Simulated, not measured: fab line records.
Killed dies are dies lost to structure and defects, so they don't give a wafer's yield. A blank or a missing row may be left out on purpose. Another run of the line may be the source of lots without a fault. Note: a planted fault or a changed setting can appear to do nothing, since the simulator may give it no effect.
fab line records + flow sfq-line
record:
- lots: 6
- wafers: 18
- last-day: 91
route steps=325 shown L0@9 L0V@16
lots that met no fault: from a run of the same line without faults
start-h: hours from the record's first day to the start of the lot's first wafer shown + wait-h: hours elapsed since this lot's preceding step + " as in the row above + L1.1+2: one row covering several wafers at once + - no value present, or no start provided + * or withheld: withheld + < > ~ a bound
route shown NAME@n: a module of which the file shows steps, and the number in the route of the first + usual: average and standard deviation across the fault-free wafers + same: alike in all rows + chamber/n: place in a boat + sites: each site's reading + _std_site: the standard deviation of these + _edge_site: inner sites' mean taken away from outer sites' mean + radius-mm: for every site, how far away it sits from the centre of the wafer + mask NAME#n: copy n + behind: the most recent tool/chamber to have shaped the wafer + hold: why the lot went on hold/how many hours it stayed there/how the hold came to an end + device: the transistor (n, p or np) that didn't switch + end of line: the tests these same wafers got at the end of their route + for a step that has no rows: nothing shown but its recipe + killed: dies lost to structure and defects at the first sort, not the wafer's yield + map: a wafer's dies, x killed, . not, _ none there
set.NAME: the setting as run; set.NAME@STEP: as run at that earlier step + model.NAME: the simulator's own value behind a step, which no gauge read
lots seen at some steps along the route; tables by step, rows by wafer
services: the hour from which a tool's chamber was out of use, counted from the record's first day as start-h (under 0 if before that day), plus the number of hours and why
== steps ==
step: SFQ_TRILAYER_L0_LITHO_EXPOSE_006
recipe:
- mask-id: L0
- na: 0.6
- source-shape: conventional
- sigma-outer: 0.65
- target-cd-nm: 2000
- dose-mj: 14.4
step: SFQ_TRILAYER_L0_LITHO_PEB_008
recipe:
- peb-temp-c: 115
- peb-time-s: 60
- resist: KrF
step: SFQ_TRILAYER_L0_LITHO_DEVELOP_007
recipe:
- time-s: 60
- resist: KrF
step: SFQ_TRILAYER_L0_BARC_OPEN_METAL_ETCH_010
recipe:
- mask-material: PR
- chemistry: O2
- target-depth-nm: 125
- target: BARC
- icp-w: 600
- bias-w: 80
- pressure-mtorr: 10
- time-s: 41.7
usual:
- drypump-motor-current-A: 5.8/0.35
- oes-product-au: 0.685/0.0049
same:
- time-s: 41.7
| lot.wafer | tool         | chamber | start-h | wait-h | drypump-motor-current-A | oes-product-au | rf-hours-counter-h |
|-----------|--------------|---------|---------|--------|-------------------------|----------------|--------------------|
| L541.1    | rie-metal-04 | 0       | 68.98   | 0.1    | 5.8                     | 0.688          | 153                |
| L541.2    | "            | 1       | "       | "      | 6.2                     | 0.686          | 118                |
| L541.5    | "            | 0       | "       | "      | 5.8                     | 0.686          | -                  |
| L545.1    | rie-metal-04 | 0       | 77.38   | 0.1    | 5.8                     | 0.679          | 155                |
| L545.4    | "            | 0       | "       | "      | 5.8                     | 0.694          | -                  |
| L545.5    | "            | 0       | "       | "      | 5.8                     | 0.693          | -                  |
| L547.1    | rie-metal-02 | 1       | 87.73   | 0.1    | 6.3                     | 0.688          | 171                |
| L547.4    | "            | 1       | "       | "      | 6.3                     | 0.687          | -                  |
| L547.5    | "            | 1       | "       | "      | 6.3                     | 0.685          | -                  |
| L548.2    | rie-metal-02 | 1       | 92.53   | 0.1    | 6.3                     | 0.688          | 172                |
| L548.3    | "            | 1       | "       | "      | 6.3                     | 0.688          | -                  |
| L548.5    | "            | 1       | "       | "      | 6.3                     | 0.686          | -                  |
| L556.2    | rie-metal-04 | 0       | 137.31  | 0.1    | 5.7                     | 0.695          | 166                |
| L556.4    | "            | 1       | "       | "      | 6.2                     | 0.688          | -                  |
| L556.5    | "            | 0       | "       | "      | 5.8                     | 0.686          | -                  |
| L559.1    | rie-metal-02 | 1       | 154.11  | 0.1    | 6.3                     | 0.679          | 184                |
| L559.3    | "            | 0       | "       | "      | 5.5                     | 0.682          | -                  |
| L559.5    | "            | 1       | "       | "      | 6.3                     | 0.687          | -                  |
step: SFQ_TRILAYER_L0_ETCH_METAL_ETCH_008
recipe:
- target: MoNx_KI
- stop-on: SiO2
- mask-material: PR
- chemistry: SF6/O2
- target-depth-nm: 50
- icp-w: 600
- bias-w: 80
- pressure-mtorr: 10
- time-s: 25
usual:
- drypump-motor-current-A: 5.8/0.35
- oes-product-au: 0.873/0.0061
same:
- time-s: 25
| lot.wafer | tool         | chamber | start-h | wait-h | drypump-motor-current-A | oes-product-au | rf-hours-counter-h |
|-----------|--------------|---------|---------|--------|-------------------------|----------------|--------------------|
| L541.1    | rie-metal-04 | 0       | 69.04   | 0.0    | 5.8                     | 0.884          | 154                |
| L541.2    | "            | 1       | "       | "      | 6.2                     | 0.870          | 118                |
| L541.5    | "            | 0       | "       | "      | 5.8                     | 0.873          | -                  |
| L545.1    | rie-metal-04 | 0       | 77.46   | 0.1    | 5.8                     | 0.874          | 156                |
| L545.4    | "            | 0       | "       | "      | 5.8                     | 0.863          | -                  |
| L545.5    | "            | 0       | "       | "      | 5.8                     | 0.865          | -                  |
| L547.1    | rie-metal-02 | 1       | 87.79   | 0.0    | 6.3                     | 0.874          | 171                |
| L547.4    | "            | 1       | "       | "      | 6.3                     | 0.867          | -                  |
| L547.5    | "            | 1       | "       | "      | 6.3                     | 0.871          | -                  |
| L548.2    | rie-metal-02 | 1       | 92.59   | 0.0    | 6.3                     | 0.876          | 172                |
| L548.3    | "            | 1       | "       | "      | 6.3                     | 0.866          | -                  |
| L548.5    | "            | 1       | "       | "      | 6.3                     | 0.874          | -                  |
| L556.2    | rie-metal-04 | 0       | 137.37  | 0.0    | 5.8                     | 0.870          | 166                |
| L556.4    | "            | 1       | "       | "      | 6.2                     | 0.880          | -                  |
| L556.5    | "            | 0       | "       | "      | 5.8                     | 0.866          | -                  |
| L559.1    | rie-metal-02 | 1       | 154.17  | 0.0    | 6.3                     | 0.877          | 184                |
| L559.3    | "            | 0       | "       | "      | 5.5                     | 0.865          | -                  |
| L559.5    | "            | 1       | "       | "      | 6.3                     | 0.873          | -                  |
step: SFQ_TRILAYER_L0_STRIP_STRIP_009
recipe:
- gas: O2
- power-w: 200
- platen-temp-c: 40
- overash-fraction: 0.65
- chemistry: O2
- pressure-mtorr: 50
usual:
- drypump-motor-current-A: 5.8/0.35
- oes-product-au: 0.997/0.0079
same:
- overash-fraction: 0.65
| lot.wafer | tool         | chamber | start-h | wait-h | drypump-motor-current-A | oes-product-au | rf-hours-counter-h |
|-----------|--------------|---------|---------|--------|-------------------------|----------------|--------------------|
| L541.1    | rie-metal-04 | 0       | 69.09   | 0.0    | 5.8                     | 1.001          | 154                |
| L541.2    | "            | 1       | "       | "      | 6.1                     | 0.994          | 118                |
| L541.5    | "            | 0       | "       | "      | 5.8                     | 1.000          | -                  |
| L545.1    | rie-metal-04 | 0       | 77.52   | 0.0    | 5.8                     | 0.994          | 156                |
| L545.4    | "            | 0       | "       | "      | 5.8                     | 0.997          | -                  |
| L545.5    | "            | 0       | "       | "      | 5.8                     | 1.007          | -                  |
| L547.1    | rie-metal-02 | 1       | 87.84   | 0.0    | 6.3                     | 1.012          | 171                |
| L547.4    | "            | 1       | "       | "      | 6.3                     | 0.997          | -                  |
| L547.5    | "            | 1       | "       | "      | 6.3                     | 1.001          | -                  |
| L548.2    | rie-metal-02 | 1       | 92.64   | 0.0    | 6.3                     | 1.001          | 172                |
| L548.3    | "            | 1       | "       | "      | 6.3                     | 1.001          | -                  |
| L548.5    | "            | 1       | "       | "      | 6.3                     | 0.998          | -                  |
| L556.2    | rie-metal-04 | 0       | 137.42  | 0.0    | 5.8                     | 0.992          | 166                |
| L556.4    | "            | 1       | "       | "      | 6.2                     | 0.993          | -                  |
| L556.5    | "            | 0       | "       | "      | 5.8                     | 0.997          | -                  |
| L559.1    | rie-metal-02 | 1       | 154.22  | 0.0    | 6.3                     | 1.002          | 185                |
| L559.3    | "            | 0       | "       | "      | 5.5                     | 0.985          | -                  |
| L559.5    | "            | 1       | "       | "      | 6.3                     | 1.003          | -                  |
step: SFQ_TRILAYER_L0_STRIP_SOLV_CLEAN_010
recipe:
- chemistry: NMP
- temp-c: 70
- time-s: 600
step: SFQ_TRILAYER_L0_CAP_PECVD_011
recipe:
- material: SiO2
- temp-c: 150
- time-s: 13.333
- pressure-torr: 2.4
- rf-w: 183.3
- precursor: SiH4/N2O
- target-thk-nm: 60
usual:
- heater-power-w: 87/21
- throttle-valve-pct: 24.0/1.5
same:
- time-s: 13.333
| lot.wafer | tool     | chamber | start-h | wait-h | heater-power-w | throttle-valve-pct |
|-----------|----------|---------|---------|--------|----------------|--------------------|
| L541.1    | pecvd-04 | 2       | 69.86   | 0.0    | 88             | 23.8               |
| L541.2    | "        | 1       | "       | "      | 54             | 27.1               |
| L541.5    | "        | 2       | "       | "      | 90             | 23.8               |
| L545.1    | pecvd-01 | 2       | 78.50   | 0.0    | 88             | 23.1               |
| L545.4    | "        | 1       | "       | "      | 126            | 22.4               |
| L545.5    | "        | 0       | "       | "      | 78             | 22.3               |
| L547.1    | pecvd-04 | 1       | 88.61   | 0.0    | 51             | 26.9               |
| L547.4    | "        | 2       | "       | "      | 92             | 24.0               |
| L547.5    | "        | 1       | "       | "      | 52             | 26.9               |
| L548.2    | pecvd-04 | 2       | 93.41   | 0.0    | 95             | 23.7               |
| L548.3    | "        | 1       | "       | "      | 44             | 26.9               |
| L548.5    | "        | 1       | "       | "      | 46             | 27.1               |
| L556.2    | pecvd-02 | 1       | 138.19  | 0.0    | 119            | 26.4               |
| L556.4    | "        | 1       | "       | "      | 118            | 26.0               |
| L556.5    | "        | 2       | "       | "      | 96             | 24.1               |
| L559.1    | pecvd-04 | 2       | 154.99  | 0.0    | 89             | 23.6               |
| L559.3    | "        | 1       | "       | "      | 52             | 27.2               |
| L559.5    | "        | 2       | "       | "      | 88             | 23.6               |
step: SFQ_TRILAYER_L0_VIA_LITHO_COAT_018
recipe:
- resist: BARC
- spin-rpm: 3000
- resist-thk-nm: 62
step: SFQ_TRILAYER_L0_VIA_LITHO_COAT_013
recipe:
- resist: KrF
- spin-rpm: 3000
- resist-thk-nm: 650
step: SFQ_TRILAYER_L0_VIA_LITHO_SOFTBAKE_017
recipe:
- temp-c: withheld
- time-s: withheld
- resist: KrF
step: SFQ_TRILAYER_L0_VIA_LITHO_EXPOSE_014
recipe:
- mask-id: L0V
- na: 0.6
- source-shape: conventional
- sigma-outer: 0.65
- target-cd-nm: 700
- dose-mj: 21.3
step: SFQ_TRILAYER_L0_VIA_LITHO_PEB_016
recipe:
- peb-temp-c: 115
- peb-time-s: 60
- resist: KrF
| lot.wafer  | tool           | chamber | start-h | wait-h |
|------------|----------------|---------|---------|--------|
| L541.1+2+5 | litho-track-02 | 0       | 104.51  | 1.0    |
| L545.1+4+5 | litho-track-02 | 0       | 115.41  | 1.0    |
| L547.1+4+5 | litho-track-01 | 0       | 125.01  | 1.0    |
| L548.2+3+5 | litho-track-02 | 0       | 128.64  | 0.8    |
| L556.2+4+5 | litho-track-01 | 0       | 174.21  | 0.8    |
| L559.1+3+5 | litho-track-01 | 0       | 189.78  | 1.0    |
step: SFQ_TRILAYER_L0_VIA_LITHO_DEVELOP_015
recipe:
- time-s: 60
- resist: KrF
step: SFQ_L0V_OVL_MEAS_903
usual:
- L0V_OVL: -1/6.7
| lot.wafer | tool       | chamber | start-h | wait-h | L0V_OVL[nm] |
|-----------|------------|---------|---------|--------|-------------|
| L541.1    | overlay-01 | -       | 104.81  | 0.1    | -8          |
| L541.2    | "          | -       | "       | "      | -7          |
| L541.5    | "          | -       | "       | "      | -12         |
| L545.1    | overlay-02 | -       | 115.71  | 0.1    | 6           |
| L545.4    | "          | -       | "       | "      | 0           |
| L545.5    | "          | -       | "       | "      | 11          |
| L547.1    | overlay-02 | -       | 125.31  | 0.1    | 1           |
| L547.4    | "          | -       | "       | "      | -3          |
| L547.5    | "          | -       | "       | "      | 0           |
| L548.2    | overlay-01 | -       | 128.92  | 0.1    | -3          |
| L548.3    | "          | -       | "       | "      | -10         |
| L548.5    | "          | -       | "       | "      | -9          |
| L556.2    | overlay-01 | -       | 174.49  | 0.1    | 1           |
| L556.4    | "          | -       | "       | "      | 1           |
| L556.5    | "          | -       | "       | "      | 2           |
| L559.1    | overlay-01 | -       | 190.08  | 0.1    | -2          |
| L559.3    | "          | -       | "       | "      | -5          |
| L559.5    | "          | -       | "       | "      | -1          |
step: SFQ_TRILAYER_L0_VIA_BARC_OPEN_VIA_ETCH_021
recipe:
- mask-material: PR
- chemistry: O2
- target-depth-nm: 125
- target: BARC
- source-w: 500
- bias-w: 80
- pressure-mtorr: 30
- time-s: 41.7
usual:
- drypump-motor-current-A: 5.8/0.34
- oes-product-au: 0.685/0.0045
same:
- time-s: 41.7
| lot.wafer | tool        | chamber | start-h | wait-h | drypump-motor-current-A | oes-product-au | rf-hours-counter-h | model.L0V.cd-nm |
|-----------|-------------|---------|---------|--------|-------------------------|----------------|--------------------|-----------------|
| L541.1    | rie-diel-03 | 1       | 104.85  | 0.0    | 6.5                     | 0.678          | 119                | 699.9           |
| L541.2    | "           | 0       | "       | "      | 5.4                     | 0.683          | 146                | 699.3           |
| L541.5    | "           | 3       | "       | "      | 5.6                     | 0.685          | -                  | 699.3           |
| L545.1    | rie-diel-02 | 3       | 115.75  | 0.0    | 5.6                     | 0.686          | 1                  | 712.8           |
| L545.4    | "           | 1       | "       | "      | 5.6                     | 0.684          | 10                 | 712.4           |
| L545.5    | "           | 3       | "       | "      | 5.6                     | 0.675          | -                  | 713.6           |
| L547.1    | rie-diel-03 | 1       | 125.35  | 0.0    | 6.5                     | 0.688          | 119                | 697.9           |
| L547.4    | "           | 1       | "       | "      | 6.5                     | 0.682          | -                  | 698             |
| L547.5    | "           | 3       | "       | "      | 5.6                     | 0.678          | -                  | 700             |
| L548.2    | rie-diel-02 | 3       | 128.95  | 0.0    | 5.6                     | 0.685          | 1                  | 711.1           |
| L548.3    | "           | 0       | "       | "      | 5.6                     | 0.690          | 1                  | 708.9           |
| L548.5    | "           | 0       | "       | "      | 5.6                     | 0.682          | -                  | 708.6           |
| L556.2    | rie-diel-04 | 1       | 174.52  | 0.0    | 5.3                     | 0.690          | 92                 | 700.2           |
| L556.4    | "           | 3       | "       | "      | 5.6                     | 0.685          | 109                | 700.3           |
| L556.5    | "           | 3       | "       | "      | 5.6                     | 0.687          | -                  | 699.7           |
| L559.1    | rie-diel-02 | 3       | 190.12  | 0.0    | 5.6                     | 0.683          | 2                  | 700.1           |
| L559.3    | "           | 0       | "       | "      | 5.6                     | 0.679          | 2                  | 696.9           |
| L559.5    | "           | 2       | "       | "      | 6.1                     | 0.678          | -                  | 700.4           |
step: SFQ_TRILAYER_L0_VIA_ETCH_VIA_ETCH_016
recipe:
- target: SiO2
- stop-on: MoNx_KI
- mask-material: PR
- chemistry: CHF3
- target-depth-nm: 80
- source-w: 500
- bias-w: 80
- pressure-mtorr: 30
- time-s: withheld
usual:
- drypump-motor-current-A: 5.8/0.34
- oes-product-au: 0.843/0.007
| lot.wafer | tool        | chamber | start-h | wait-h | drypump-motor-current-A | oes-product-au | model.L0V.cd-nm |
|-----------|-------------|---------|---------|--------|-------------------------|----------------|-----------------|
| L541.1    | rie-diel-03 | 1       | 104.89  | 0.0    | 6.6                     | 0.839          | 699.4           |
| L541.2    | "           | 0       | "       | "      | 5.3                     | 0.839          | 698.6           |
| L541.5    | "           | 3       | "       | "      | 5.6                     | 0.842          | 698.6           |
| L545.1    | rie-diel-02 | 3       | 115.79  | 0.0    | 5.6                     | 0.836          | 712.4           |
| L545.4    | "           | 1       | "       | "      | 5.6                     | 0.848          | 712.5           |
| L545.5    | "           | 3       | "       | "      | 5.6                     | 0.859          | 713.4           |
| L547.1    | rie-diel-03 | 1       | 125.41  | 0.0    | 6.5                     | 0.837          | 697.4           |
| L547.4    | "           | 1       | "       | "      | 6.5                     | 0.846          | 698             |
| L547.5    | "           | 3       | "       | "      | 5.6                     | 0.840          | 700.1           |
| L548.2    | rie-diel-02 | 3       | 128.99  | 0.0    | 5.6                     | 0.842          | 710.5           |
| L548.3    | "           | 0       | "       | "      | 5.6                     | 0.841          | 709             |
| L548.5    | "           | 0       | "       | "      | 5.6                     | 0.844          | 709.1           |
| L556.2    | rie-diel-04 | 1       | 174.56  | 0.0    | 5.3                     | 0.847          | 700.2           |
| L556.4    | "           | 3       | "       | "      | 5.6                     | 0.848          | 699.9           |
| L556.5    | "           | 3       | "       | "      | 5.6                     | 0.839          | 699.6           |
| L559.1    | rie-diel-02 | 3       | 190.16  | 0.0    | 5.6                     | 0.850          | 699.3           |
| L559.3    | "           | 0       | "       | "      | 5.6                     | 0.849          | 697.6           |
| L559.5    | "           | 2       | "       | "      | 6.0                     | 0.856          | 701.5           |
step: SFQ_TRILAYER_L0_VIA_STRIP_STRIP_017
recipe:
- gas: O2
- power-w: 200
- platen-temp-c: 40
- overash-fraction: 0.65
- chemistry: O2
- pressure-mtorr: 50
usual:
- drypump-motor-current-A: 5.75/0.28
- oes-product-au: 0.996/0.0078
same:
- overash-fraction: 0.65
| lot.wafer | tool         | chamber | start-h | wait-h | drypump-motor-current-A | oes-product-au | rf-hours-counter-h |
|-----------|--------------|---------|---------|--------|-------------------------|----------------|--------------------|
| L541.1    | rie-metal-03 | 1       | 104.94  | -      | 5.72                    | 1.004          | 136                |
| L541.2    | "            | 0       | "       | "      | 5.91                    | 0.993          | 196                |
| L541.5    | "            | 1       | "       | "      | 5.73                    | 0.994          | -                  |
| L545.1    | rie-metal-03 | 1       | 115.84  | -      | 5.73                    | 0.993          | 138                |
| L545.4    | "            | 0       | "       | "      | 5.90                    | 0.979          | -                  |
| L545.5    | "            | 0       | "       | "      | 5.88                    | 0.991          | -                  |
| L547.1    | rie-metal-03 | 1       | 125.48  | -      | 5.71                    | 0.999          | 140                |
| L547.4    | "            | 1       | "       | "      | 5.73                    | 0.995          | -                  |
| L547.5    | "            | 1       | "       | "      | 5.74                    | 1.003          | -                  |
| L548.2    | rie-metal-03 | 1       | 129.24  | -      | 5.76                    | 0.995          | -                  |
| L548.3    | "            | 1       | "       | "      | 5.78                    | 0.994          | -                  |
| L548.5    | "            | 1       | "       | "      | 5.76                    | 1.008          | -                  |
| L556.2    | rie-metal-03 | 0       | 174.60  | -      | 5.93                    | 0.998          | 7                  |
| L556.4    | "            | 0       | "       | "      | 5.90                    | 1.003          | -                  |
| L556.5    | "            | 1       | "       | "      | 5.76                    | 0.991          | -                  |
| L559.1    | rie-metal-03 | 1       | 190.20  | -      | 5.75                    | 0.998          | 154                |
| L559.3    | "            | 0       | "       | "      | 5.89                    | 1.007          | -                  |
| L559.5    | "            | 0       | "       | "      | 5.93                    | 1.011          | -                  |
== services ==
| tool         | chamber | start-h | hours | kind           |
|--------------|---------|---------|-------|----------------|
| rie-diel-02  | 0       | 59.69   | 2.9   | repair         |
| rie-diel-02  | 0       | 62.63   | -     | clean          |
| rie-diel-02  | 0       | 62.63   | 16.1  | scheduled-down |
| rie-diel-02  | 0       | 62.63   | 16.1  | vent-cycle     |
| rie-metal-02 | -       | 74.25   | 1.4   | pm             |
| rie-metal-04 | -       | 82.32   | 2.8   | pm             |
| pecvd-04     | -       | 86.10   | 1.1   | repair         |
| pecvd-02     | 2       | 94.72   | 11.5  | repair         |
| rie-diel-04  | 3       | 95.21   | 13.0  | repair         |
| rie-metal-03 | -       | 107.02  | 0.4   | repair         |
| rie-diel-03  | 2       | 118.70  | -     | clean          |
| rie-diel-03  | 2       | 118.70  | 13.7  | scheduled-down |
| rie-diel-03  | 2       | 118.70  | 13.7  | vent-cycle     |
| rie-diel-03  | 0       | 118.95  | 10.3  | repair         |
| rie-metal-03 | 0       | 119.71  | -     | clean          |
| rie-metal-03 | 0       | 119.71  | 18.8  | scheduled-down |
| rie-metal-03 | 0       | 119.71  | 18.8  | vent-cycle     |
| rie-diel-02  | 1       | 120.78  | 6.7   | repair         |
| rie-metal-04 | 0       | 128.13  | 6.3   | repair         |
| rie-metal-04 | -       | 139.01  | 0.4   | repair         |
| rie-diel-02  | 3       | 171.54  | 5.0   | repair         |
| rie-metal-02 | -       | 176.28  | 0.6   | repair         |
| rie-diel-02  | 1       | 186.74  | 7.9   | repair         |
== key ==
first-sign none at tools or gauges
model-effect:
- step: SFQ_TRILAYER_L0_VIA_BARC_OPEN_VIA_ETCH_021
- value: L0V.cd-nm
- without: 700.8
- struck: 711.2
model-effect:
- step: SFQ_TRILAYER_L0_VIA_ETCH_VIA_ETCH_016
- value: L0V.cd-nm
- without: 700.7
- struck: 711.2
met-at SFQ_TRILAYER_L0_VIA_LITHO_PEB_016
struck-wafers L545.1,L545.4,L545.5,L548.2,L548.3,L548.5
onset-between 104.51 115.41
fault:
- kind: process-parameter-drift
- tool: litho-track-02
- chamber: -
- onset-h: 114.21
- steps: SFQ_TRILAYER_L0_VIA_LITHO_PEB_016
- channel: peb-time-s
- offset: *
- shape: step
- end-h: 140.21
- acts-in: *
- stated: *
